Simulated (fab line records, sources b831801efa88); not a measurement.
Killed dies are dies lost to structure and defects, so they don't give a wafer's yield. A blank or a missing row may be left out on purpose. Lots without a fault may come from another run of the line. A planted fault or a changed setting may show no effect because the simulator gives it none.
fab line records | flow sky130
record lots=5 wafers=15 last_day=50
route steps=708 shown METAL4@629 VIA4@639 METAL5@661 PAD_OPEN@708
lots that met no fault: from a run of the same line without faults
start_h: hours from the record's first day to the start of the lot's first wafer shown | wait_h: hours since the lot's step before | " the same as in the row above | L1.1+2: a row that stands for several wafers | - no value, or no start given | * or withheld: withheld | < > ~ a bound
route shown NAME@n: a module of which the file shows steps, and the number in the route of the first | usual: mean/standard deviation of fault-free wafers | same: alike in all rows | chamber/n: place in a boat | sites: the reading at each site | _std_site: their standard deviation | _edge_site: outer sites' mean less inner sites' | radius_mm: how far each site lies from the wafer's centre | mask NAME#n: copy n | behind: the tool/chamber that last shaped the wafer | hold: why the lot was held/for how many hours/how that ended | device: the transistor (n, p or np) that didn't switch | end of line: the same wafers' tests at the end of the route | a step without rows: its recipe alone | killed: dies lost to structure and defects at the first sort, not the wafer's yield | map: a wafer's dies, x killed, . not, _ none there
set.NAME: the setting as run; set.NAME@STEP: as run at that earlier step | model.NAME: the simulator's own value behind a step, which no gauge read
lots at some steps of the route; a table a step, a row a wafer
services: from which hour (start_h, from the record's first day; less than 0 if before it) a tool's chamber was out of use, for how many hours, and why
## steps
# step SKY_METAL4_CD_MEAS_13
# recipe target_cd_nm=300
# usual cd_nm=299.8/1.5
# columns lot.wafer tool chamber start_h wait_h cd_nm
L495.1 cd_sem-01 - 999.90 - 299.3
L495.3 " - " " 298.8
L495.6 " - " " 297.9
L504.1 cd_sem-02 - 1059.20 - 302.0
L504.3 " - " " 303.3
L504.6 " - " " 301.3
L503.2 cd_sem-01 - 1063.97 - 302.8
L503.5 " - " " 301.1
L503.6 " - " " 300.6
L510.3 cd_sem-02 - 1109.74 - 299.5
L510.5 " - " " 300.9
L510.6 " - " " 299.5
L512.2 cd_sem-02 - 1111.32 - 297.4
L512.3 " - " " 298.5
L512.4 " - " " 298.1
# step SKY_METAL4_OVL_MEAS_14
# usual METAL4_OVL=1/5.4
# columns lot.wafer tool chamber start_h wait_h METAL4_OVL[nm]
L495.1 overlay-02 - 1000.02 0.1 3
L495.3 " - " " 1
L495.6 " - " " 6
L504.1 overlay-01 - 1059.32 0.1 1
L504.3 " - " " -2
L504.6 " - " " -1
L503.2 overlay-02 - 1064.08 0.1 2
L503.5 " - " " -1
L503.6 " - " " 5
L510.3 overlay-02 - 1109.84 0.1 4
L510.5 " - " " 8
L510.6 " - " " 0
L512.2 overlay-01 - 1111.43 0.1 -3
L512.3 " - " " -3
L512.4 " - " " -1
# step SKY_METAL4_DESCUM_15
# recipe chemistry=O2 source_power_w=150 bias_power_w=0 pressure_mtorr=10 temp_c=40 time_s=8
# step SKY_METAL4_ETCH_16
# recipe chemistry=N2/H2 target=BARC ion_energy_ev=200 bias_w=100 pressure_mtorr=30 n2_flow_sccm=100 h2_flow_sccm=200 icp_w=500 stop_on=SiO2 time_s=88.2 target_depth_a=600
# usual drypump_motor_current_A=5.4/0.43 oes_product_au=0.625/0.0045 throttle_valve_pct=13.205/0.0085
# columns lot.wafer tool chamber start_h wait_h drypump_motor_current_A oes_product_au rf_hours_counter_h throttle_valve_pct
L495.1 rie_metal-03 0 1000.12 0.1 4.9 0.626 9 13.210
L495.3 " 0 " " 4.9 0.628 - 13.215
L495.6 " 0 " " 4.9 0.620 - 13.199
L504.1 rie_metal-02 0 1059.39 0.0 5.0 0.617 9 13.213
L504.3 " 0 " " 5.0 0.624 - 13.198
L504.6 " 1 " " 5.8 0.628 - 13.195
L503.2 rie_metal-02 0 1064.14 0.0 5.0 0.627 9 13.194
L503.5 " 1 " " 5.8 0.631 - 13.204
L503.6 " 0 " " 5.0 0.627 - 13.207
L510.3 rie_metal-01 1 1109.93 0.0 5.9 0.633 - 13.194
L510.5 " 1 " " 5.9 0.624 - 13.213
L510.6 " 0 " " 5.1 0.621 - 13.216
L512.2 rie_metal-01 1 1111.49 0.0 5.9 0.623 19 13.201
L512.3 " 1 " " 5.9 0.619 - 13.202
L512.4 " 0 " " 5.1 0.623 - 13.219
# step SKY_METAL4_ETCH_17
# recipe target=SiO2 stop_on=TiN chemistry=C4F8/O2/Ar source_w=1500 bias_w=1200 pressure_mtorr=40 c4f8_flow_sccm=withheld O2_flow_sccm=6 Ar_flow_sccm=300 time_s=3.9 target_depth_a=150
# usual oes_product_au=0.755/0.0071
# columns lot.wafer tool chamber start_h wait_h oes_product_au rf_hours_counter_h
L495.1 rie_diel-02 1 1000.32 0.2 0.746 6
L495.3 " 0 " " 0.743 4
L495.6 " 3 " " 0.755 -
L504.1 rie_diel-02 1 1059.49 0.1 0.745 8
L504.3 " 2 " " 0.751 14
L504.6 " 3 " " 0.750 -
L503.2 rie_diel-04 3 1064.24 0.1 0.751 20
L503.5 " 0 " " 0.762 -
L503.6 " 3 " " 0.762 -
L510.3 rie_diel-02 3 1109.99 0.0 0.750 24
L510.5 " 0 " " 0.754 -
L510.6 " 1 " " 0.758 -
L512.2 rie_diel-03 0 1111.59 0.1 0.755 20
L512.3 " 3 " " 0.750 17
L512.4 " 2 " " 0.765 17
# step SKY_METAL4_METAL_ETCH_18
# recipe target_depth_a=8450 stop_on=SiO2 over_etch_frac=0.3 time_s=183.1 chemistry=Cl2/BCl3 resist_sidewall_deg=88 pressure_mtorr=10 icp_w=867.7 bias_w=48.5 Cl2_flow_sccm=60 bcl3_flow_sccm=30
# usual drypump_motor_current_A=5.4/0.42 oes_product_au=0.864/0.0057 throttle_valve_pct=22.265/0.0086
# columns lot.wafer tool chamber start_h wait_h drypump_motor_current_A oes_product_au rf_hours_counter_h throttle_valve_pct
L495.1 rie_metal-02 1 1000.34 0.0 5.8 0.863 7 22.243
L495.3 " 0 " " 5.0 0.869 - 22.254
L495.6 " 0 " " 5.0 0.867 - 22.287
L504.1 rie_metal-01 1 1059.51 0.0 5.9 0.862 14 22.277
L504.3 " 1 " " 5.9 0.857 - 22.261
L504.6 " 0 " " 5.1 0.853 - 22.266
L503.2 rie_metal-01 1 1064.26 0.0 5.9 0.857 15 22.266
L503.5 " 1 " " 5.9 0.860 - 22.262
L503.6 " 0 " " 5.1 0.860 - 22.265
L510.3 rie_metal-02 0 1110.07 0.1 5.0 0.864 - 22.259
L510.5 " 0 " " 5.0 0.867 - 22.273
L510.6 " 1 " " 5.8 0.869 - 22.271
L512.2 rie_metal-02 0 1111.61 0.0 5.0 0.860 12 22.258
L512.3 " 0 " " 5.0 0.860 - 22.271
L512.4 " 1 " " 5.8 0.870 - 22.267
# step SKY_METAL4_STRIP_19
# recipe chemistry=O2/N2 power_w=1400 pressure_mtorr=1500 platen_temp_c=withheld o2_flow_sccm=3000 n2_flow_sccm=300 overash_fraction=0.5
# step SKY_METAL4_STRIP_20
# recipe chemistry=post_etch_residue_remover time_s=1200 temp_c=72.5
# step SKY_METAL4_CLEAN_21
# recipe chemistry=IPA time_s=180 temp_c=25
# step SKY_METAL4_CLEAN_22
# recipe chemistry=O3/DIW dry=n2_spin
# step SKY_VIA4_HDPCVD_00
# recipe material=SiO2 target_thk_nm=1750 sigma_open_frac=0.3 time_s=291.7 temp_c=400 sih4_flow_sccm=60 pressure_mtorr=6
# step SKY_VIA4_THK_MEAS_01
# recipe reads=SiO2_of_VIA4_HDPCVD_00
# usual VIA4_HDPCVD_THK=1745/19
# columns lot.wafer tool chamber start_h wait_h VIA4_HDPCVD_THK[nm]
L495.1 film_metro-04 - 1001.33 0.1 1722
L495.3 " - " " 1757
L495.6 " - " " 1719
L504.1 film_metro-02 - 1060.80 0.1 1780
L504.3 " - " " 1742
L504.6 " - " " 1749
L503.2 film_metro-04 - 1065.56 0.1 1763
L503.5 " - " " 1734
L503.6 " - " " 1734
L510.3 film_metro-02 - 1111.04 0.1 1767
L510.5 " - " " 1750
L510.6 " - " " 1713
L512.2 film_metro-02 - 1113.18 0.1 1767
L512.3 " - " " 1760
L512.4 " - " " 1756
# step SKY_VIA4_CMP_02
# recipe material=SiO2 down_force_psi=4 platen_rpm=60 pad_velocity_m_s=0.94248
# usual motor_current_A=11.5/1.2
# columns lot.wafer tool chamber start_h wait_h motor_current_A
L495.1 cmp-01 1 1001.39 0.1 10.3
L495.3 " 0 " " 12.1
L495.6 " 1 " " 9.9
L504.3 cmp-02 0 1060.97 0.1 11.6
L504.1 " 1 " " 11.2
L504.6 " 2 " " 13.7
L503.2 cmp-02 0 1065.96 0.4 12.4
L503.5 " 0 " " 11.5
L503.6 " 1 " " 11.8
L510.3 cmp-01 3 1111.18 0.1 9.4
L510.5 " 1 " " 10.3
L510.6 " 2 " " 10.6
L512.3 cmp-02 3 1113.28 0.1 12.2
L512.2 " 0 " " 12.0
L512.4 " 1 " " 11.2
# step SKY_VIA4_BOW_MEAS_03
# recipe mode=bow
# usual VIA4_BOW=80/8.7
# columns lot.wafer tool chamber start_h wait_h VIA4_BOW[um]
L495.1 film_metro-01 - 1001.69 0.2 83
L495.3 " - " " 92
L495.6 " - " " 85
L504.1 film_metro-01 - 1061.18 0.1 97
L504.3 " - " " 84
L504.6 " - " " 92
L503.2 film_metro-01 - 1066.30 0.3 87
L503.5 " - " " 73
L503.6 " - " " 64
L510.3 film_metro-02 - 1111.42 0.2 75
L510.5 " - " " 83
L510.6 " - " " 77
L512.2 film_metro-01 - 1113.55 0.2 67
L512.3 " - " " 83
L512.4 " - " " 69
# step SKY_VIA4_DEHYDRATE_04
# recipe temp_c=200 time_s=60
# step SKY_VIA4_HMDS_05
# recipe prime_time_s=60 prime_temp_c=120
# step SKY_VIA4_COAT_06
# recipe resist=NOVOLAK spin_rpm=3000 resist_thk_nm=1140
# step SKY_VIA4_SOFTBAKE_07
# recipe temp_c=90 time_s=60 resist=NOVOLAK
# step SKY_VIA4_EXPOSE_08
# recipe mask_id=VIM4 na=0.6 source_shape=conventional sigma_outer=0.6 polarization=unpolarized target_cd_nm=800 dose_mj=132
# step SKY_VIA4_PEB_09
# recipe temp_c=withheld time_s=* resist=NOVOLAK
# step SKY_VIA4_DEVELOP_10
# recipe resist=NOVOLAK developer=TMAH develop_time_s=60 dev_temp_c=23
# step SKY_VIA4_OVL_MEAS_11
# usual VIA4_OVL=-0.8/1.6
# columns lot.wafer tool chamber start_h wait_h VIA4_OVL[nm]
L495.1 overlay-02 - 1024.20 0.1 1.2
L495.3 " - " " 0.3
L495.6 " - " " 3.1
L504.1 overlay-01 - 1081.51 0.1 -0.4
L504.3 " - " " -2.5
L504.6 " - " " -1.8
L503.2 overlay-01 - 1087.40 0.1 -4.8
L503.5 " - " " -4.4
L503.6 " - " " -2.8
L510.3 overlay-01 - 1131.82 0.1 -1.5
L510.5 " - " " -1.1
L510.6 " - " " -1.3
L512.2 overlay-02 - 1133.51 0.1 1.2
L512.3 " - " " 3.6
L512.4 " - " " 1.5
# step SKY_VIA4_ETCH_12
# recipe target=SiO2 chemistry=C4F8/O2/Ar stop_on=TiN mask_material=NOVOLAK source_w=1500 bias_w=1200 pressure_mtorr=40 c4f8_flow_sccm=withheld O2_flow_sccm=6 Ar_flow_sccm=300 time_s=withheld target_depth_a=5800
# step SKY_VIA4_STRIP_13
# recipe chemistry=O2/N2 power_w=1400 pressure_mtorr=1500 platen_temp_c=withheld o2_flow_sccm=3000 n2_flow_sccm=300 overash_fraction=0.5
# step SKY_VIA4_STRIP_14
# recipe chemistry=post_etch_residue_remover time_s=1200 temp_c=72.5
# step SKY_VIA4_CLEAN_15
# recipe chemistry=IPA time_s=180 temp_c=25
# step SKY_VIA4_CLEAN_16
# recipe chemistry=O3/DIW dry=n2_spin
# step SKY_VIA4_SPUTTER_17
# recipe material=TiN target_thk_nm=20 chamber_pressure_pa=5 power_w=4000 time_s=80
# step SKY_VIA4_CVD_18
# recipe material=W target_thk_nm=505 time_s=152.14 temp_c=400 pressure_torr=40
# step SKY_VIA4_RS_MEAS_19
# recipe thk_meas_gauge=four-point-probe reads=W_of_VIA4_CVD_18+TiN_of_VIA4_SPUTTER_17
# usual VIA4_W_RS=0.2258/0.003
# columns lot.wafer tool chamber start_h wait_h VIA4_W_RS[ohm/sq]
L495.1 film_metro-01 - 1025.14 0.1 0.2262
L495.3 " - " " 0.2215
L495.6 " - " " 0.2258
L504.1 film_metro-02 - 1082.49 0.1 0.2227
L504.3 " - " " 0.2248
L504.6 " - " " 0.2282
L503.2 film_metro-01 - 1088.37 0.1 0.2253
L503.5 " - " " 0.2189
L503.6 " - " " 0.2242
L510.3 film_metro-02 - 1132.76 0.1 0.2252
L510.5 " - " " 0.2195
L510.6 " - " " 0.2258
L512.2 film_metro-04 - 1134.44 0.1 0.2241
L512.3 " - " " 0.2233
L512.4 " - " " 0.2285
# step SKY_VIA4_THK_MEAS_20
# recipe thk_meas_gauge=xrf reads=W_of_VIA4_CVD_18
# usual VIA4_W_THK=503/7.2
# columns lot.wafer tool chamber start_h wait_h VIA4_W_THK[nm]
L495.1 film_metro-01 - 1025.26 0.1 502
L495.3 " - " " 509
L495.6 " - " " 505
L504.1 film_metro-02 - 1082.61 0.1 510
L504.3 " - " " 507
L504.6 " - " " 501
L503.2 film_metro-01 - 1088.48 0.1 505
L503.5 " - " " 517
L503.6 " - " " 511
L510.3 film_metro-02 - 1132.86 0.1 506
L510.5 " - " " 519
L510.6 " - " " 507
L512.2 film_metro-04 - 1134.55 0.1 508
L512.3 " - " " 511
L512.4 " - " " 498
# step SKY_VIA4_CMP_21
# recipe stop_on=SiO2 t_overpolish_s=25 down_force_psi=3.5 platen_rpm=60 target_thk_nm=0 pad_velocity_m_s=0.94248
# usual motor_current_A=10.7/0.99 overpolish_run_s=24.999/0.0096 time_to_endpoint_s=123/4.9
# columns lot.wafer tool chamber start_h wait_h motor_current_A overpolish_run_s time_to_endpoint_s
L495.3 cmp-02 2 1025.32 0.0 12.1 24.992 123
L495.1 " 3 " " 10.8 24.990 127
L495.6 " 3 " " 10.7 24.996 131
L504.1 cmp-01 1 1082.67 0.1 9.4 25.017 123
L504.3 " 3 " " 8.8 24.991 125
L504.6 " 1 " " 8.8 25.008 121
L503.2 cmp-02 2 1088.68 0.2 12.0 25.006 124
L503.6 " 3 " " 11.0 24.997 130
L503.5 " 0 " " 10.6 25.004 140
L510.3 cmp-01 2 1132.90 0.0 9.7 24.995 121
L510.6 " 2 " " 9.5 25.000 119
L510.5 " 3 " " 8.8 25.004 127
L512.3 cmp-02 2 1134.60 0.0 12.0 24.976 121
L512.4 " 3 " " 11.6 24.994 120
L512.2 " 1 " " 10.6 24.998 125
# step SKY_METAL5_SPUTTER_00
# recipe material=Ti target_thk_nm=15 power_w=3000 time_s=10 chamber_pressure_pa=0.4
# step SKY_METAL5_SPUTTER_01
# recipe material=TiN target_thk_nm=20 power_w=6500 time_s=16.7 chamber_pressure_pa=0.4
# usual throttle_valve_pct=29.9/1.2
# columns lot.wafer tool chamber start_h wait_h throttle_valve_pct
L495.1 pvd_sputter-02 - 1025.64 0.0 27.3
L495.3 " - " " 29.2
L495.6 " - " " 29.8
L504.1 pvd_sputter-03 - 1082.99 0.0 30.1
L504.3 " - " " 31.5
L504.6 " - " " 31.5
L503.2 pvd_sputter-04 - 1088.85 0.0 30.6
L503.5 " - " " 28.9
L503.6 " - " " 29.6
L510.3 pvd_sputter-02 - 1133.22 0.0 29.2
L510.5 " - " " 31.6
L510.6 " - " " 29.1
L512.2 pvd_sputter-02 - 1134.92 0.0 30.0
L512.3 " - " " 27.4
L512.4 " - " " 29.1
# step SKY_METAL5_SPUTTER_02
# recipe material=AlCu target_thk_nm=1150 power_w=10600 time_s=61.2 chamber_pressure_pa=0.4
# step SKY_METAL5_SPUTTER_03
# recipe material=Ti target_thk_nm=5 power_w=3000 time_s=3.3 chamber_pressure_pa=0.4
# step SKY_METAL5_SPUTTER_04
# recipe material=TiN target_thk_nm=70 power_w=6500 time_s=58.3 chamber_pressure_pa=0.4
# step SKY_METAL5_RS_MEAS_05
# recipe thk_meas_gauge=four-point-probe reads=TiN_of_METAL5_SPUTTER_04+Ti_of_METAL5_SPUTTER_03+AlCu_of_METAL5_SPUTTER_02+TiN_of_METAL5_SPUTTER_01+Ti_of_METAL5_SPUTTER_00
# usual METAL5_ALCU_RS=0.0271/0.00031
# columns lot.wafer tool chamber start_h wait_h METAL5_ALCU_RS[ohm/sq]
L495.1 film_metro-01 - 1025.79 0.0 0.0270
L495.3 " - " " 0.0271
L495.6 " - " " 0.0270
L504.1 film_metro-02 - 1083.14 0.0 0.0265
L504.3 " - " " 0.0268
L504.6 " - " " 0.0268
L503.2 film_metro-03 - 1089.69 0.0 0.0273
L503.5 " - " " 0.0272
L503.6 " - " " 0.0274
L510.3 film_metro-02 - 1133.40 0.1 0.0270
L510.5 " - " " 0.0275
L510.6 " - " " 0.0270
L512.2 film_metro-03 - 1135.08 0.0 0.0268
L512.3 " - " " 0.0268
L512.4 " - " " 0.0267
# step SKY_METAL5_THK_MEAS_06
# recipe thk_meas_gauge=xrf reads=AlCu_of_METAL5_SPUTTER_02
# usual METAL5_ALCU_THK=1133/14
# columns lot.wafer tool chamber start_h wait_h METAL5_ALCU_THK[nm]
L495.1 film_metro-01 - 1025.91 0.1 1149
L495.3 " - " " 1150
L495.6 " - " " 1148
L504.1 film_metro-02 - 1083.26 0.1 1156
L504.3 " - " " 1144
L504.6 " - " " 1144
L503.2 film_metro-03 - 1089.80 0.1 1121
L503.5 " - " " 1126
L503.6 " - " " 1116
L510.3 film_metro-02 - 1133.50 0.1 1135
L510.5 " - " " 1112
L510.6 " - " " 1139
L512.2 film_metro-03 - 1135.19 0.1 1145
L512.3 " - " " 1138
L512.4 " - " " 1146
# step SKY_METAL5_DEHYDRATE_07
# recipe temp_c=200 time_s=60
# step SKY_METAL5_HMDS_08
# recipe prime_time_s=60 prime_temp_c=120
# step SKY_METAL5_COAT_09
# recipe resist=NOVOLAK spin_rpm=3000 resist_thk_nm=1800
# step SKY_PAD_OPEN_PROBE_99
# usual defect_limited_yield=82.5/1.6 killed_at_M0_to_M3=43/6.6 killed_at_M4_up=3.4/1.8 killed_at_contacts=24/5.7 killed_at_front_end=15/4.2 killed_at_other=0.3/0.58 killed_dies=86/8 killed_on_rim=16/3.9 killed_open=46/7.2 killed_short=39/5.8 sort_bin_3_pad_short=0.9/0.41 sort_bin_5_function=10.3/1.2 sort_bin_6_memory=6.3/1.1 sort_n_pass=406/8 sort_yield_pct=82.5/1.6
# same gross_dies=492 killed_at_back_side=0 sort_bin_4_leakage[%]=0 sort_bin_8_speed[%]=0
# columns lot.wafer tool chamber start_h wait_h defect_limited_yield[%] killed_at_M0_to_M3 killed_at_M4_up killed_at_contacts killed_at_front_end killed_at_other killed_dies killed_on_rim killed_open killed_short sort_bin_3_pad_short[%] sort_bin_5_function[%] sort_bin_6_memory[%] sort_n_pass sort_yield_pct[%] model.etest.tester.sort_n_pass model.etest.tester.sort_yield_pct model.etest.tester.sort_bin_5_pct model.etest.tester.sort_bin_6_pct model.etest.tester.sort_bin_3_pct
L495.1 prober-01 - 1094.71 0.1 82.9 46 6 13 18 1 84 24 42 41 0.6 10.6 5.9 408 82.9 408 82.93 10.57 5.894 0.6098
L495.3 prober-01 - 1094.81 0.2 81.3 58 2 19 10 3 92 15 49 39 0.6 12.0 6.1 400 81.3 400 81.3 11.99 6.098 0.6098
L495.6 prober-01 - 1094.96 0.2 82.7 32 4 24 24 1 85 14 43 40 0.4 10.6 6.3 407 82.7 407 82.72 10.57 6.301 0.4065
L504.1 prober-01 - 1147.23 0.1 83.1 47 4 16 16 0 83 19 39 44 1.2 10.2 5.5 409 83.1 409 83.13 10.16 5.488 1.22
L504.3 prober-01 - 1147.33 0.2 82.7 36 2 32 15 0 85 17 48 37 0.6 10.2 6.5 407 82.7 407 82.72 10.16 6.504 0.6098
L504.6 prober-01 - 1147.48 0.2 81.1 49 3 24 17 0 93 16 45 47 1.2 10.6 7.1 399 81.1 399 81.1 10.57 7.114 1.22
L503.2 prober-02 - 1152.33 0.1 80.9 42 5 33 13 1 94 21 49 45 0.6 10.4 8.1 398 80.9 398 80.89 10.37 8.13 0.6098
L503.5 prober-02 - 1152.48 0.2 85.2 32 1 23 17 0 73 15 40 33 1.0 7.9 5.9 419 85.2 419 85.16 7.927 5.894 1.016
L503.6 prober-02 - 1152.53 0.2 80.3 53 3 29 12 0 97 18 51 45 1.2 10.4 8.1 395 80.3 395 80.28 10.37 8.13 1.22
L510.3 prober-02 - 1190.56 0.2 80.9 48 2 28 16 0 94 21 52 42 0.4 12.4 6.3 398 80.9 398 80.89 12.4 6.301 0.4065
L510.5 prober-02 - 1190.66 0.2 82.7 47 1 27 9 1 85 19 47 38 1.0 9.3 6.9 407 82.7 407 82.72 9.35 6.911 1.016
L510.6 prober-02 - 1190.71 0.2 83.9 36 6 21 16 0 79 18 44 35 1.0 10.2 4.9 413 83.9 413 83.94 10.16 4.878 1.016
L512.2 prober-01 - 1192.08 0.1 57.9 48 117 23 19 0 207 47 48 47 2.2 25.6 14.2 285 57.9 285 57.93 25.61 14.23 2.236
L512.3 prober-01 - 1192.13 0.2 82.9 49 4 17 14 0 84 19 45 38 1.2 10.0 5.9 408 82.9 408 82.93 9.959 5.894 1.22
L512.4 prober-01 - 1192.18 0.2 82.3 44 4 24 15 0 87 12 54 33 1.4 10.2 6.1 405 82.3 405 82.32 10.16 6.098 1.423
# killed by level:class
L495.1 METAL2:geometric_particle:short=10 VIA2:geometric_particle:open=8 FIELD_ISO:geometric_particle:open=5 VIA1:geometric_particle:open=5 CONTACT:geometric_particle:open=5 POLY_GATE:geometric_particle:open=4 METAL2:geometric_particle:open=4 VIA2:geometric_particle:short=4
L495.3 VIA1:geometric_particle:open=14 LI_CONTACT:geometric_particle:open=9 VIA2:geometric_particle:open=7 VIA3:geometric_particle:open=7 METAL1:geometric_particle:short=6 VIA1:geometric_particle:short=6 FIELD_ISO:geometric_particle:short=5 VIA2:geometric_particle:short=5
L495.6 CONTACT:geometric_particle:open=11 VIA1:geometric_particle:open=8 FIELD_ISO:geometric_particle:short=7 VIA1:geometric_particle:short=6 VIA2:geometric_particle:open=5 POLY_GATE:geometric_particle:open=4 LI_CONTACT:geometric_particle:open=4 LOCAL_INTERCONNECT:geometric_particle:short=4
L504.1 METAL2:geometric_particle:short=9 VIA1:geometric_particle:open=8 CONTACT:geometric_particle:open=7 VIA3:geometric_particle:open=6 POLY_GATE:geometric_particle:short=5 METAL1:geometric_particle:short=5 VIA1:geometric_particle:short=5 POLY_GATE:geometric_particle:open=4
L504.3 CONTACT:geometric_particle:open=16 VIA1:geometric_particle:open=9 CONTACT:geometric_particle:short=7 VIA3:geometric_particle:open=7 METAL2:geometric_particle:short=6 FIELD_ISO:geometric_particle:short=5 LI_CONTACT:geometric_particle:open=5 METAL3:geometric_particle:short=5
L504.6 CONTACT:geometric_particle:open=12 VIA1:geometric_particle:open=9 VIA3:geometric_particle:open=8 VIA3:geometric_particle:short=7 METAL1:geometric_particle:short=6 METAL2:geometric_particle:short=5 CONTACT:geometric_particle:short=4 POLY_GATE:geometric_particle:short=4
L503.2 CONTACT:geometric_particle:short=10 CONTACT:geometric_particle:open=9 VIA2:geometric_particle:open=8 VIA1:geometric_particle:open=7 VIA3:geometric_particle:open=7 LI_CONTACT:geometric_particle:open=6 FIELD_ISO:geometric_particle:open=5 METAL2:geometric_particle:short=5
L503.5 VIA3:geometric_particle:open=8 LI_CONTACT:geometric_particle:open=7 VIA2:geometric_particle:open=7 METAL2:geometric_particle:short=6 CONTACT:geometric_particle:open=6 FIELD_ISO:geometric_particle:short=5 FIELD_ISO:geometric_particle:open=4 LOCAL_INTERCONNECT:geometric_particle:short=4
L503.6 CONTACT:geometric_particle:open=11 VIA1:geometric_particle:open=8 METAL2:geometric_particle:short=7 VIA2:geometric_particle:open=7 VIA3:geometric_particle:open=7 VIA1:geometric_particle:short=6 LI_CONTACT:geometric_particle:short=5 FIELD_ISO:geometric_particle:short=4
L510.3 VIA1:geometric_particle:open=13 CONTACT:geometric_particle:open=11 METAL3:geometric_particle:short=7 VIA2:geometric_particle:open=6 POLY_GATE:geometric_particle:open=5 LOCAL_INTERCONNECT:geometric_particle:short=5 METAL1:geometric_particle:short=5 VIA3:geometric_particle:open=5
L510.5 CONTACT:geometric_particle:open=13 VIA1:geometric_particle:open=11 VIA2:geometric_particle:open=9 LOCAL_INTERCONNECT:geometric_particle:short=5 VIA1:geometric_particle:short=5 LI_CONTACT:geometric_particle:short=4 VIA3:geometric_particle:open=4 METAL2:geometric_particle:short=4
L510.6 LOCAL_INTERCONNECT:geometric_particle:short=8 CONTACT:geometric_particle:open=7 VIA3:geometric_particle:open=6 VIA1:geometric_particle:open=6 VIA2:geometric_particle:open=6 POLY_GATE:geometric_particle:short=5 METAL3:geometric_particle:short=5 METAL2:geometric_particle:short=5
L512.2 VIA4:unspecified=112 VIA1:geometric_particle:open=13 CONTACT:geometric_particle:short=8 VIA1:geometric_particle:short=7 FIELD_ISO:geometric_particle:short=6 FIELD_ISO:geometric_particle:open=6 VIA2:geometric_particle:open=6 VIA3:geometric_particle:open=6
L512.3 CONTACT:geometric_particle:open=8 VIA1:geometric_particle:open=8 METAL2:geometric_particle:short=8 VIA2:geometric_particle:open=8 VIA1:geometric_particle:short=6 VIA3:geometric_particle:open=6 FIELD_ISO:geometric_particle:open=4 VIA3:geometric_particle:short=4
L512.4 VIA1:geometric_particle:open=17 VIA2:geometric_particle:open=8 LI_CONTACT:geometric_particle:open=7 POLY_GATE:geometric_particle:open=6 CONTACT:geometric_particle:open=6 FIELD_ISO:geometric_particle:short=4 METAL3:geometric_particle:short=4 METAL4:geometric_particle:short=4
# map L512.2 (x killed, . not)
__________....x....x_________
________..x.......x..x_______
______x.......x..x..x..._____
_____.x..xx.........x..x.____
____.x...x..x.xxxx.x.xx.x.___
___xx..x.xxx...x...x..xxx..__
__.xx.....x..xx...x..xx...xx_
_xx..x.x....x..x...x..xx.....
_x.x......x........x.x.x.x..x
_xxx..x.xxx.x.x.xx..x....xxx.
_x..xxxxxx.x..xx......x.x....
_xxxxx...x.x.x..x.x.x...xx...
_.xxxxxx....xxx...xx.....x...
_x......xx.....xx....x.xxxx.x
_x..x.xx.x..x...x..x.xx.x.xxx
__x...x.xx.xxx.x...xx.xx.x.x_
___.x.x...xx..xx....x.xx..x__
____x.x.xx...xxx..x.x.x...___
_____x.x...x..xxx.x......____
______.xxx.x...x.xxxx.xx_____
________xx.x.x...xxx.x_______
__________.x.xxx.xxx_________
# map L504.6 (x killed, . not)
__________..x......._________
________.....x.....x.._______
______x..xx..x...x....x._____
_____..x....x..x..x.x.x..____
____...........x..........___
___.x......x..x....x...x...__
__...x.x...x..x....x.x......_
_.....x....x..x.....x.....x..
_.....x.x....x..x..........xx
_x...x..............x.x.....x
_...x........x......x.x.xx...
_.......xxx.........x........
_..x...x.......xx.x.......xxx
_x.....x.x..x...x...xx...x.x.
_.x...........x....xx..x...x.
__..........x.....x....x...._
___.........xxxx....x....x.__
____..........x...........___
_____x...........x.......____
______..x.....x..x..x..._____
________.............._______
__________.......x.._________
## services
# columns tool chamber start_h hours kind
rie_diel-02 2 978.31 6.6 repair
pvd_sputter-02 - 997.58 3.0 repair
pvd_sputter-03 - 1000.23 11.2 repair
pvd_sputter-04 - 1010.21 1.1 repair
pvd_sputter-03 - 1010.42 7.7 repair
cmp-02 - 1016.92 2.9 pm
pvd_sputter-03 - 1017.47 2.0 repair
rie_diel-03 3 1028.97 14.7 repair
rie_diel-03 0 1037.16 2.3 repair
pvd_sputter-04 - 1039.13 1.6 repair
rie_diel-04 - 1045.92 14.6 pm
cmp-01 - 1052.02 17.4 pm
pvd_sputter-02 - 1062.33 14.3 repair
cmp-02 - 1068.25 1.6 repair
rie_diel-04 2 1073.11 2.2 repair
rie_metal-02 - 1073.95 14.6 pm
pvd_sputter-02 - 1078.97 2.5 repair
rie_metal-01 - 1081.40 2.8 pm
cmp-02 - 1084.14 4.0 pm
cmp-01 - 1088.25 4.5 pm
rie_metal-03 0 1093.02 21.8 repair
rie_metal-03 1 1100.85 13.2 repair
cmp-02 - 1122.83 6.4 pm
cmp-02 - 1132.86 0.5 repair
## key
first_sign step=SKY_PAD_OPEN_PROBE_99 reading=killed_at_M4_up direction=up sigmas=63 usual=3.4 struck=117
effect step=SKY_PAD_OPEN_PROBE_99 reading=defect_limited_yield direction=down sigmas=15 usual=82.5 struck=57.9
model_effect step=SKY_PAD_OPEN_PROBE_99 value=etest.tester.sort_n_pass without=388 struck=285
met_at SKY_VIA4_CMP_02
struck_wafers L512.2
onset_between 1065.96 1113.28
fault kind=chamber_particle_source tool=cmp-02 chamber=0 onset_h=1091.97 steps=SKY_VIA4_CMP_02 rate_per_visit_cm2=0.56645 end_h=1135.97
